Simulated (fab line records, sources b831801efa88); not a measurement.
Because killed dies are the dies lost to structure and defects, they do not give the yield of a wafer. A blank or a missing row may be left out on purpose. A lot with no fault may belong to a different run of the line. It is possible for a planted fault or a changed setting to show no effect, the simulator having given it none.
8D (eight disciplines) problem report, filled in by code    flow sky130    the parts of the form that need people (team, actions taken, sign-off) are left out

== 1. PROBLEM STATEMENT ==
POLY_GATE_CVD_00_THK at SKY_POLY_GATE_THK_MEAS_01 reads a mean of 143.8 nm on 6 wafers of 2 lots; wafers without a fault read 179.1 nm with a standard deviation of 1.6. Measured from the usual mean, that is -22 standard deviations.
Seen first at day 18 02:19 on film-metro-02, wafer L640.1. The record has a number at this step for 33 wafers belonging to 11 lots. Rule for "out" (also "out of limits"): further than 4 standard deviations from the usual mean. All remaining wafers that have a number are taken as sound.

== 2. WHAT IT IS, WHAT IT ISN'T ==
question                     is                            is not
which readings at this step  POLY_GATE_CVD_00_THK          -
which lots                   L640, L641                    L630, L632, L634, L635, L636, L637, L650, L652, L653
which wafers of those lots   all that have a number        -
read on which gauges         film-metro-01, film-metro-02  film-metro-03
when                         from day 18 02:19             up to then (18 sound wafers); but 9 sound wafers of L650, L652, L653 came after

== 3. THE SUSPECTS, EACH WITH WHAT RULES IT OUT ==
Counting: any tool at a process step up to the reading is kept as a suspect provided that every lot that is out went through it and no sound lot did after the first of them.
- the gauge at SKY_POLY_GATE_THK_MEAS_01 is ruled out. Those wafers that are out were read across 2 gauges (film-metro-01, film-metro-02).
- lpcvd-01 at SKY_POLY_GATE_CVD_00 (deposits poly-Si, target thk 180 nm, time 720 s): ruled out as a lasting fault. After its first lot that is out, L640 (day 18 01:07), sound lots L650, L652, L653 ran on it.
Left after counting: nothing in the record.

== 4. THE CAUSE (what the simulator had put in) ==
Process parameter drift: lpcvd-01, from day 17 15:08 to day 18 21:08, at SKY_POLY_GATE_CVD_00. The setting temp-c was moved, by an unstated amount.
The count ruled it out by mistake, since the rule takes a fault to strike every lot its tool runs from the start of the fault on, and this one did not do so.

== 5. THE EFFECT CHAIN, in route order ==
Each row: a reading whose mean over the struck wafers that have a number lies more than 3 standard deviations from the usual. Scope: only readings with a usual standard deviation given in the record; hours: median across lots of the time from each lot's start at the first step in this table that gives one to its start at this step; sigmas: change in usual standard deviations.
hours  step                       reading               usual       on struck wafers  change  sigmas
0      SKY_POLY_GATE_CVD_00       spike-tc-bottom-C     638 C       626               -12     -3.4
0      SKY_POLY_GATE_CVD_00       spike-tc-centre-C     621.3 C     612.6             -8.7    -7.2
0      SKY_POLY_GATE_CVD_00       spike-tc-lower-C      620.1 C     612.1             -8.0    -5.7
0      SKY_POLY_GATE_CVD_00       spike-tc-upper-C      618.6 C     608.5             -10.1   -9.1
0      SKY_POLY_GATE_CVD_00       susceptor-temp-C      619.96 C    610.87            -9.09   -31
0      SKY_POLY_GATE_CVD_00       zone-power-upper-pct  9.80 %      9.41              -0.39   -3.0
1      SKY_POLY_GATE_THK_MEAS_01  POLY_GATE_CVD_00_THK  179.1 nm    143.8             -35.3   -22
64     SKY_POLY_GATE_ETCH_17      oes-product-au        0.976 a.u.  0.839             -0.137  -18
Process steps it contains:
- SKY_POLY_GATE_CVD_00: deposits poly-Si, target thk 180 nm, time 720 s.
- SKY_POLY_GATE_ETCH_17: etches poly-Si in HBr/Cl2, stops on SiO2, target depth 180 nm, time 70.5 s.
At these later measuring or inspecting steps, every struck wafer for which the step has a row has a number for every such reading, and none has moved that far: SKY_LDD_HVN_OVL_MEAS_07, SKY_SD_N_RS_MEAS_17, SKY_CONTACT_OVL_MEAS_15.

== 6. HOW IT WOULD HAVE BEEN CAUGHT EARLIER ==
Counted from the fault's start at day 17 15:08, it took 11 hours until the first out-of-limits reading at a measuring or inspecting step in this record, taken at day 18 02:19.
Tool's own readings at SKY_POLY_GATE_CVD_00, spike-tc-centre-C, spike-tc-lower-C, spike-tc-upper-C, susceptor-temp-C: out on all struck wafers the step has rows for; an alarm limit on them would have tripped on the first.
